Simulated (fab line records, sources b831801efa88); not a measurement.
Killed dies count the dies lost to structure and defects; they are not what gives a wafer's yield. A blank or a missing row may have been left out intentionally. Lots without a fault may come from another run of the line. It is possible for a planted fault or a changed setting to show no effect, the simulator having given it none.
Problem report, 8D (eight disciplines) form, completed by code || flow sky130 || the parts of the form that need people (team, actions taken, sign-off) are left out

1. WHAT WENT WRONG
Wafers without a fault read 20.001, standard deviation 0.0062; beam-energy-keV at SKY_LDD_HVP_IMPLANT_08 reads a mean of 23.454 on 6 wafers belonging to 2 lots. That is +99 or more standard deviations from the usual mean.
The first sign was on wafer L826.4 at day 28 18:04, on implanter-01. At this step, 18 wafers from 6 lots have a number in the record. The rule behind "out" and "out of limits": a value lying over 4 standard deviations away from the usual mean. The rest of the wafers with a number are treated as sound.

2. WHAT IT IS, WHAT IT ISN'T
{"question": "which readings at this step", "is": "beam-energy-keV", "is not": "-"}
{"question": "which lots", "is": "L826, L829", "is not": "L806, L809, L827, L828"}
{"question": "which wafers of those lots", "is": "all that have a number", "is not": "-"}
{"question": "read on which tools", "is": "implanter-01", "is not": "implanter-02, implanter-04"}
{"question": "when", "is": "from day 28 18:04", "is not": "up to then (6 sound wafers); but 6 sound wafers of L827, L828 came after"}

3. SUSPECTS, AND WHAT RULES EACH OUT
Counting: a tool at a process step up to the reading stays a suspect if it ran every lot that is out and no sound lot after the first of them.
- implanter-01 at SKY_LDD_HVP_IMPLANT_08: kept. It ran every lot that is out, first L826 (day 28 18:04), and no sound lot after that; its last sound lot up to then is L806 (day 20 22:23). Its own beam-energy-keV readings are out on those wafers.
Remaining after the count: implanter-01 at SKY_LDD_HVP_IMPLANT_08.

4. THE CAUSE (what the simulator had put in)
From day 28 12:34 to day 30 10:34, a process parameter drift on implanter-01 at SKY_LDD_HVP_IMPLANT_08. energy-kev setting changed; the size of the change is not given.
After counting, this tool was the only one left.

5. THE CHAIN OF EFFECTS, in route order
Each row: a reading where the mean over the struck wafers with a number is more than 3 standard deviations away from the usual. Only readings for which the record gives a usual standard deviation are gone through. hours: the time from each lot's start at the first step in this table that gives one to its start at this step, as a median over the lots. sigmas: the change in usual standard deviations.
{"hours": 0, "step": "SKY_LDD_HVP_IMPLANT_08", "reading": "beam-energy-keV", "usual": 20.001, "on struck wafers": 23.454, "change": "+3.453", "sigmas": "+99 or more"}
Process steps it contains:
- SKY_LDD_HVP_IMPLANT_08

6. HOW IT WOULD HAVE BEEN CAUGHT EARLIER
First out-of-limits reading in this record: day 28 18:04, which is 6 hours after fault onset at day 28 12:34.
